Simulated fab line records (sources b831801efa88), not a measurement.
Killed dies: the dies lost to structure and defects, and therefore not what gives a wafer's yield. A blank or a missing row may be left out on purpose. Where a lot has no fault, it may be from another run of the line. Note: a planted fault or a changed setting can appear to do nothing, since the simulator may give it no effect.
fab line records | flow sfqLine
record lots=7 | wafers=18 | lastDay=95
route steps=325 shown I7@308 M8@311
lots untouched by any fault: they come from a run of this same line in which no faults occurred
startH: start of the lot's first displayed wafer, in hours after the record's first day | waitH: time in hours since the lot's previous step | " same as the row above | L1.1+2: one row covering several wafers at once | - value missing, or start not given | * or withheld: withheld | < > ~ a bound
route shown NAME@n: names a module that has steps shown in the file, with the first one's number in the route | usual: mean/standard deviation taken from wafers without a fault | same: alike in all rows | chamber/n: place in a boat | sites: readings site by site | _std_site: the standard deviation of these | _edge_site: the outer-site mean with the inner-site mean subtracted | radiusMm: for every site, how far away it sits from the centre of the wafer | mask NAME#n: copy n | behind: the tool/chamber that last shaped the wafer | hold: reason for holding the lot/hours on hold/outcome of the hold | device: the transistor (n, p or np) that didn't switch | end of line: the route-end tests of the same wafers | a step given without rows: its recipe and nothing more | killed: at the first sort, the dies lost to defects and structure; wafer yield is something else | map: a wafer's dies, x killed, . not, _ none there
set.NAME: setting as actually run; set.NAME@STEP: the setting as run at that earlier step | model.NAME: the simulator's own value behind a step, which no gauge read
lots at selected steps of the route; one table per step, one row per wafer
services: a tool's chamber out of use, with start hour (startH, from the record's first day; less than 0 if before it), hours out, and reason
## steps
# step SFQ_TRILAYER_I7_VIA_ETCH_VIA_ETCH_190
# recipe target=SiO2 | stopOn=Nb | maskMaterial=PR | taperDeg=20 | chemistry=CHF3 | targetDepthNm=260 | sourceW=500 | biasW=80 | pressureMtorr=30 | timeS=withheld
# usual drypumpMotorCurrentA=5.6/0.38 | oesProductAu=0.854/0.005
lot.wafer | tool       | chamber | startH  | waitH | drypumpMotorCurrentA | oesProductAu
L514.1    | rieDiel-03 | 1       | 1909.54 | 0.0   | 5.6                  | 0.848
L514.2    | "          | 2       | "       | "     | 5.7                  | 0.848
L514.3    | "          | 3       | "       | "     | 5.3                  | 0.857
L522.5    | rieDiel-04 | 1       | 2155.05 | 0.1   | 5.9                  | 0.855
L522.6    | "          | 0       | "       | "     | 5.0                  | 0.859
L524.3    | rieDiel-01 | 2       | 2166.87 | 0.0   | 6.3                  | 0.848
L524.6    | "          | 0       | "       | "     | 5.6                  | 0.847
L526.3    | rieDiel-01 | 2       | 2174.07 | 0.0   | 6.3                  | 0.849
L526.6    | "          | 1       | "       | "     | 5.3                  | 0.855
L529.1    | rieDiel-01 | 0       | 2183.02 | 0.0   | 5.7                  | 0.853
L529.2    | "          | 3       | "       | "     | 5.6                  | 0.862
L529.4    | "          | 1       | "       | "     | 5.3                  | 0.862
L530.1    | rieDiel-04 | 3       | 2185.42 | 0.0   | 5.5                  | 0.851
L530.5    | "          | 2       | "       | "     | 4.9                  | 0.851
L530.6    | "          | 1       | "       | "     | 5.9                  | 0.853
L532.1    | rieDiel-04 | 0       | 2193.82 | 0.0   | 5.0                  | 0.849
L532.3    | "          | 1       | "       | "     | 5.9                  | 0.865
L532.6    | "          | 1       | "       | "     | 5.9                  | 0.858
# step SFQ_TRILAYER_I7_VIA_STRIP_STRIP_191
# recipe gas=O2 | powerW=200 | platenTempC=40 | overashFraction=0.65 | chemistry=O2 | pressureMtorr=50
# usual drypumpMotorCurrentA=5.7/0.45 | oesProductAu=1.001/0.0084
lot.wafer | tool        | chamber | startH  | waitH | drypumpMotorCurrentA | oesProductAu | rfHoursCounterH
L514.1    | rieMetal-02 | 1       | 1909.65 | -     | 6.5                  | 0.998        | 73
L514.2    | "           | 0       | "       | "     | 5.3                  | 0.996        | 118
L514.3    | "           | 1       | "       | "     | 6.4                  | 0.996        | -
L522.5    | rieMetal-03 | 0       | 2155.51 | -     | 5.5                  | 1.005        | -
L522.6    | "           | 1       | "       | "     | 5.8                  | 0.991        | -
L524.3    | rieMetal-02 | 1       | 2167.18 | -     | 6.4                  | 0.994        | -
L524.6    | "           | 1       | "       | "     | 6.4                  | 1.001        | -
L526.3    | rieMetal-02 | 1       | 2174.38 | -     | 6.4                  | 1.001        | -
L526.6    | "           | 0       | "       | "     | 5.3                  | 1.012        | -
L529.1    | rieMetal-01 | 0       | 2183.13 | -     | 5.4                  | 0.998        | 26
L529.2    | "           | 1       | "       | "     | 5.4                  | 1.019        | 95
L529.4    | "           | 1       | "       | "     | 5.4                  | 1.021        | -
L530.1    | rieMetal-03 | 1       | 2185.53 | -     | 5.8                  | 0.999        | 110
L530.5    | "           | 1       | "       | "     | 5.8                  | 0.998        | -
L530.6    | "           | 0       | "       | "     | 5.5                  | 1.015        | -
L532.1    | rieMetal-02 | 0       | 2193.93 | -     | 5.3                  | 1.000        | 18
L532.3    | "           | 1       | "       | "     | 6.4                  | 1.007        | -
L532.6    | "           | 0       | "       | "     | 5.3                  | 1.002        | -
# step SFQ_TRILAYER_I7_VIA_STRIP_SOLV_CLEAN_192
# recipe chemistry=NMP | tempC=70 | timeS=600
# step SFQ_TRILAYER_M8_LITHO_LOR_COAT_197
# recipe resist=lift-off | spinRpm=3000
# step SFQ_TRILAYER_M8_LITHO_LOR_BAKE_198
# recipe resist=lift-off | tempC=withheld | timeS=withheld
# step SFQ_TRILAYER_M8_LITHO_COAT_193
# recipe resist=KrF | spinRpm=3000 | resistThkNm=600
# step SFQ_TRILAYER_M8_LITHO_SOFTBAKE_199
# recipe tempC=withheld | timeS=withheld | resist=KrF
# step SFQ_TRILAYER_M8_LITHO_EXPOSE_194
# recipe maskId=M8 | na=0.6 | sourceShape=conventional | sigmaOuter=0.65 | targetCdNm=2000 | doseMj=14.4
# step SFQ_TRILAYER_M8_LITHO_PEB_196
# recipe pebTempC=115 | pebTimeS=60 | resist=KrF
# step SFQ_TRILAYER_M8_LITHO_DEVELOP_195
# recipe imgClearS=15 | timeS=55 | resist=KrF
# step SFQ_M8_OVL_MEAS_948
# usual M8_OVL=2/5
lot.wafer | tool       | chamber | startH  | waitH | M8_OVL[nm]
L514.1    | overlay-02 | -       | 1913.22 | 0.1   | 11
L514.2    | "          | -       | "       | "     | 12
L514.3    | "          | -       | "       | "     | 2
L522.5    | overlay-02 | -       | 2166.23 | 0.0   | 5
L522.6    | "          | -       | "       | "     | -1
L524.3    | overlay-02 | -       | 2170.56 | 0.1   | -1
L524.6    | "          | -       | "       | "     | 3
L526.3    | overlay-02 | -       | 2177.76 | 0.1   | 7
L526.6    | "          | -       | "       | "     | 2
L529.1    | overlay-02 | -       | 2256.51 | 0.1   | 3
L529.2    | "          | -       | "       | "     | 5
L529.4    | "          | -       | "       | "     | 0
L530.1    | overlay-01 | -       | 2257.71 | 0.1   | -3
L530.5    | "          | -       | "       | "     | 3
L530.6    | "          | -       | "       | "     | -2
L532.1    | overlay-02 | -       | 2269.83 | 0.1   | 2
L532.3    | "          | -       | "       | "     | 2
L532.6    | "          | -       | "       | "     | 7
# step SFQ_TRILAYER_M8_DEP_EVAP_197
# recipe material=Ti | angularSpreadDeg=1 | targetThkNm=20 | timeS=100 | powerW=2000
# step SFQ_TRILAYER_M8_DEP_EVAP_198
# recipe material=Pt | angularSpreadDeg=1 | targetThkNm=50 | timeS=250 | powerW=2000
lot.wafer | tool          | chamber | startH  | waitH | model.Pt_of_TRILAYER_M8_DEP_EVAP_198.thkNm
L514.1    | pvdSputter-01 | -       | 1913.33 | 0.0   | 49.1
L514.2    | "             | -       | "       | "     | 50.2
L514.3    | "             | -       | "       | "     | 49.64
L522.5    | pvdSputter-02 | -       | 2166.41 | 0.1   | 64.17
L522.6    | "             | -       | "       | "     | 64.18
L524.3    | pvdSputter-02 | -       | 2170.66 | 0.0   | 50.13
L524.6    | "             | -       | "       | "     | 63.68
L526.3    | pvdSputter-02 | -       | 2177.85 | 0.0   | 50.25
L526.6    | "             | -       | "       | "     | 64.34
L529.1    | pvdSputter-01 | -       | 2256.62 | 0.0   | 50.57
L529.2    | "             | -       | "       | "     | 50.7
L529.4    | "             | -       | "       | "     | 50.21
L530.1    | pvdSputter-02 | -       | 2257.82 | 0.0   | 50.4
L530.5    | "             | -       | "       | "     | 49.62
L530.6    | "             | -       | "       | "     | 50.06
L532.1    | pvdSputter-02 | -       | 2269.94 | 0.0   | 49.7
L532.3    | "             | -       | "       | "     | 50.32
L532.6    | "             | -       | "       | "     | 50.09
# step SFQ_TRILAYER_M8_DEP_EVAP_196
# recipe material=Au | angularSpreadDeg=1 | targetThkNm=180 | timeS=900 | powerW=2000
## services
tool          | chamber | startH  | hours | kind
rieDiel-03    | 0       | 1905.83 | 11.0  | repair
rieDiel-01    | 1       | 1948.62 | 8.5   | repair
rieDiel-04    | 1       | 1959.94 | 1.4   | repair
rieDiel-04    | -       | 1963.43 | 1.2   | repair
pvdSputter-01 | -       | 1968.70 | 5.1   | repair
rieMetal-01   | -       | 1969.86 | 2.8   | pm
rieMetal-02   | 0       | 1979.83 | 8.4   | repair
pvdSputter-02 | -       | 2007.03 | 0.6   | repair
rieDiel-03    | -       | 2008.38 | 1.0   | repair
rieDiel-03    | 3       | 2008.76 | 9.4   | repair
rieDiel-04    | -       | 2009.78 | 2.7   | repair
pvdSputter-01 | -       | 2024.57 | 5.5   | repair
pvdSputter-01 | -       | 2057.30 | 0.9   | repair
rieDiel-01    | -       | 2090.57 | 1.3   | repair
rieDiel-04    | -       | 2129.36 | 10.0  | pm
pvdSputter-02 | -       | 2146.03 | 1.6   | repair
pvdSputter-02 | -       | 2157.82 | 1.7   | repair
rieMetal-02   | -       | 2167.97 | 0.5   | repair
rieMetal-03   | 1       | 2179.12 | 3.9   | repair
rieMetal-01   | -       | 2187.37 | 1.4   | pm
pvdSputter-01 | -       | 2197.18 | 4.7   | repair
rieDiel-01    | 3       | 2199.60 | 7.7   | repair
rieDiel-01    | 1       | 2210.92 | 3.3   | repair
rieMetal-02   | -       | 2223.31 | 2.8   | pm
## key
firstSign none at tools or gauges
modelEffect step=SFQ_TRILAYER_M8_DEP_EVAP_198 | value=Pt_of_TRILAYER_M8_DEP_EVAP_198.thkNm | without=50.22 | struck=64.09
metAt SFQ_TRILAYER_M8_DEP_EVAP_198
struckWafers L522.5,L522.6,L524.6,L526.6
fault kind=processParameterDrift | tool=pvdSputter-02 | chamber=- | onsetH=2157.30 | steps=SFQ_TRILAYER_M8_DEP_EVAP_198 | channel=timeS | offset=* | shape=step | endH=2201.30 | scope=struckWafersOnly | actsIn=* | stated=*
